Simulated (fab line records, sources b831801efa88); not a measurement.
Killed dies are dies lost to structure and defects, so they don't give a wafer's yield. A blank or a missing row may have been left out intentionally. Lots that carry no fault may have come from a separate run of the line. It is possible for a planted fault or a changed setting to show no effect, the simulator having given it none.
Problem report, 8D (eight disciplines) form, completed by code    flow gf180mcu    the parts of the form that need people (team, actions taken, sign-off) are left out

## 1. THE PROBLEM
Mean of overpolish_run_s at GF_V2_CMP_26: 0.038 s across 6 wafers in 2 lots; on wafers with no fault it is 15.000 s (standard deviation 0.0092). That is -99 or more standard deviations from the usual mean.
The step: polishes, stops on SiO2, t overpolish 15 s, target thk 0 nm.
Earliest sighting: wafer L332.1 on cmp-01 at day 25 18:44. At this step, 42 wafers from 14 lots have a number in the record. Rule for "out" (also "out of limits"): further than 4 standard deviations from the usual mean. The rest of the wafers with a number are treated as sound.

## 2. WHAT IT IS AND WHAT IT IS NOT
question                     is                                    is not
which readings at this step  overpolish_run_s, time_to_endpoint_s  -
which lots                   L332, L333                            L318, L319, L322, L323, L324, L325, L327, L328, L329, L330, L339, L341
which wafers of those lots   all that have a number                -
read on which tools          cmp-01                                cmp-02
when                         from day 25 18:44                     up to then (30 sound wafers); but 6 sound wafers of L339, L341 came after

## 3. THE SUSPECTS, EACH WITH WHAT RULES IT OUT
Counting: a tool stays on the suspect list if, at a process step up to the reading, it processed all lots that are out and no sound lot following the first of them.
- rie_metal-02 at GF_M2_METAL_ETCH_16 (etches the open film in Cl2/BCl3, stops on SiO2, target depth 627.5 nm, time 104.6 s): kept. Every lot that is out went through it, starting with L332 (day 24 18:53), and after that it ran no sound lot; the last sound lot it ran before then is L329 (day 23 21:35).
- pvd_sputter-02 at GF_V2_SPUTTER_22 (material TiN, target thk 10 nm, time 40 s): ruled out as a lasting fault. The sound lots L341 went through it after L332, its earliest lot that is out (day 25 18:25).
- cmp-01 at GF_V2_CMP_26 (polishes, stops on SiO2, t overpolish 15 s, target thk 0 nm): kept. Every lot that is out went through it, starting with L332 (day 25 18:44), and after that it ran no sound lot; the last sound lot it ran before then is L330 (day 25 05:34). On those wafers its own readings are out: overpolish_run_s, time_to_endpoint_s.
The count leaves cmp-01 at GF_V2_CMP_26 and rie_metal-02 at GF_M2_METAL_ETCH_16.

## 4. THE CAUSE (what the simulator had put in)
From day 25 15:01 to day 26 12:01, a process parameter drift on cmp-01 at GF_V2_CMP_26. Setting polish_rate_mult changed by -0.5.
Counting left 2 suspects, and this tool is among them.

## 5. SEQUENCE OF EFFECTS, ordered by route
One row per reading whose mean, taken over the struck wafers that have a number, lies over 3 standard deviations from the usual. Scope: only readings with a usual standard deviation given in the record; hours: median across lots of the time from each lot's start at the first step in this table that gives one to its start at this step; sigmas: change in usual standard deviations.
hours  step          reading             usual     on struck wafers  change   sigmas
0      GF_V2_CMP_26  overpolish_run_s    15.000 s  0.038             -14.962  -99 or more
0      GF_V2_CMP_26  time_to_endpoint_s  84 s      132               +48      +12
Process steps it contains:
- GF_V2_CMP_26: polishes, stops on SiO2, t overpolish 15 s, target thk 0 nm.

## 6. HOW IT WOULD HAVE BEEN CAUGHT EARLIER
In this record no reading fell out of limits until day 25 18:44, 4 hours after the fault had begun at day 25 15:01.
